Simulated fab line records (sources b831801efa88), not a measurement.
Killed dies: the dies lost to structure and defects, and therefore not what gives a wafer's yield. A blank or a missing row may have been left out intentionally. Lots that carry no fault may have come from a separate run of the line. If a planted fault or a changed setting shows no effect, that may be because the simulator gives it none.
One fault through the eyes of 2 desks ; flow sky130 ; what lay behind the numbers comes last; until then each desk has only its own

== THE METROLOGY DESK ==
Means of the sampled wafers that have a number, per lot and without regard to the tool the lot ran on: this is what the gauges read. The brackets show how far a lot's mean lies from the usual mean; more than 4 standard deviations puts the lot out of limits, marked OUT.
Columns: A = SPACER_CVD_00_THK at SKY_SPACER_THK_MEAS_01, usual 43.0 nm; B = cd-nm at SKY_SD_P_CD_MEAS_07, usual 379.3 nm
lot;first seen here;A;B
L159;day 22 08:50;42.9;381.1
L161;day 23 07:55;43.2;380.6
L162;day 23 21:40;42.9;379.6
L164;day 25 05:41;43.2;379.2
L165;day 25 05:42;42.6;376.6
L163;day 25 05:43;42.6;379.3
L166;day 25 09:53;42.8;379.2
L167;day 25 15:11;42.7;381.0
L174;day 28 00:59;36.9 (-16) OUT;378.8
L176;day 28 12:59;42.8;379.0
Finding of this desk: L174 out of limits, first seen on L174 at day 28 00:59 (SPACER_CVD_00_THK at SKY_SPACER_THK_MEAS_01). L159, L161, L162, L164, L165, L163, L166, L167, L176: within limits.

== AT THE TOOL OWNER'S DESK: lpcvd-02 ==
The tool's own readings at SKY_SPACER_CVD_00 (deposits Si3N4 from DCS/NH3, target thk 43.1 nm, time 740 s): means of the sampled wafers that have a number, for each lot that ran on this tool. The brackets show how far a lot's mean lies from the usual mean; more than 4 standard deviations puts the lot out of limits, marked OUT.
Columns: A = spike-tc-bottom-C at SKY_SPACER_CVD_00, usual 786.0 C; B = spike-tc-centre-C at SKY_SPACER_CVD_00, usual 771.2 C; C = spike-tc-lower-C at SKY_SPACER_CVD_00, usual 769.5 C; D = spike-tc-top-C at SKY_SPACER_CVD_00, usual 778.1 C; E = spike-tc-upper-C at SKY_SPACER_CVD_00, usual 769.8 C
lot;first seen here;A;B;C;D;E
L159;day 22 07:37;787.5;772.3;768.8;777.0;768.3
L161;day 23 06:42;786.8;771.7;770.5;778.2;769.6
L162;day 23 20:27;783.7;769.9;768.8;779.2;771.4
L163;day 25 04:29;788.5;771.5;769.3;778.1;769.6
L164;day 25 04:29;786.8;771.5;769.5;776.7;769.4
L165;day 25 04:29;784.6;771.6;769.3;779.0;770.5
L166;day 25 08:41;783.1;771.4;769.6;779.9;771.2
L167;day 25 13:59;788.0;771.7;769.7;777.9;769.1
L174;day 27 23:46;779.4;763.0 (-6.8) OUT;761.1 (-8.4) OUT;769.8 (-5.6) OUT;760.6 (-6.6) OUT
L176;day 28 11:46;784.3;770.8;768.9;778.7;771.0
This desk's finding: out of limits on L174; first on L174, day 27 23:46 (spike-tc-centre-C at SKY_SPACER_CVD_00). L159, L161, L162, L163, L164, L165, L166, L167, L176: within limits.

== TAKEN TOGETHER ==
On L174, at day 27 23:46, an alarm was possible from the tool owner's desk.
On L174, the metrology desk was in a position to raise an alarm at day 28 00:59.
The lots listed all ran SKY_SPACER_CVD_00 on lpcvd-02.

== WHAT WAS PUT IN BY THE SIMULATOR ==
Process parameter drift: lpcvd-02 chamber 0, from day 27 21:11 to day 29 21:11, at SKY_SPACER_CVD_00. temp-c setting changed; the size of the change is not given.
Lots struck among those shown: L174.
Fault start to first reading out of limits, in hours, per desk: tool owner, 3; metrology, 4.
